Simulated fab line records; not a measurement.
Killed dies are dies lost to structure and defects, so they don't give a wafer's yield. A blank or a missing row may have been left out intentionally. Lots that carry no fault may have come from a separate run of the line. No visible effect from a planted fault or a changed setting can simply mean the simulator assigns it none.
Chamber matching -- flow sky130 -- rie_diel-01 running SKY_POLY_GATE_ETCH_15: 4 sister chambers
The step etches BARC in N2/H2, stops on SiO2, time 118.5 s, target depth 110 nm. 16 wafers are shown with their chamber, then 8 later ones without.

## EACH WAFER AND ITS CHAMBER
wafer,chamber,drypump_motor_current_A (A),chamber_pressure_mTorr (mTorr),throttle_valve_pct (%)
L076.2,3,5.8,30.023,13.198
L076.3,1,5.4,29.989,13.202
L076.4,2,6.0,29.994,13.227
L079.1,1,5.4,30.006,13.208
L079.4,2,5.9,30.027,13.223
L079.5,0,5.6,30.017,13.202
L086.3,0,5.6,29.989,13.199
L086.4,1,5.4,30.063,13.215
L086.5,3,5.8,29.989,13.211
L087.1,2,5.9,30.015,13.197
L087.2,0,5.7,29.982,13.210
L087.3,1,5.4,30.023,13.207
L088.1,1,5.4,30.034,13.217
L088.2,0,5.6,29.996,13.219
L088.5,3,5.8,30.013,13.215
L090.1,3,5.8,30.002,13.218

SIGNATURES (means of the wafers above)
reading,chamber 0,chamber 1,chamber 2,chamber 3,scatter within a chamber
drypump_motor_current_A,5.625,5.400,5.933,5.800,0.0344
chamber_pressure_mTorr,29.99600,30.02300,30.01200,30.00675,0.0205
throttle_valve_pct,13.20750,13.20980,13.21567,13.21050,0.00981
Rule: distance of a wafer from a chamber = root of the sum over the readings of ((wafer's reading minus chamber's mean) / reading's scatter) squared. If the next closest chamber is less than 2 further off than the closest, the wafer can't be placed; otherwise it belongs to the closest. The scatter: take each reading less its chamber's mean, square it, sum over the shown wafers, divide by the number of wafers less the number of chambers, and take the root.

## WAFERS WITHOUT THEIR CHAMBER
wafer,drypump_motor_current_A (A),chamber_pressure_mTorr (mTorr),throttle_valve_pct (%)
L090.3,5.4,29.988,13.230
L090.6,5.4,29.975,13.204
L095.1,6.0,30.077,13.218
L095.5,6.0,29.999,13.219
L095.6,5.8,30.042,13.204
L096.1,5.8,29.972,13.211
L096.2,5.4,29.981,13.210
L096.4,5.7,30.009,13.225

## WHICH CHAMBER EACH WENT THROUGH
wafer,from the rows above,in truth
L090.3,1,1
L090.6,1,1
L095.1,2,2
L095.5,2,2
L095.6,3,3
L096.1,3,3
L096.2,1,1
L096.4,can't be placed: 0 or 3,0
7 of 8 placed correctly. Can't be placed from these rows: 1 (the true chamber is among the candidates in 1). Placed wrongly: 0.
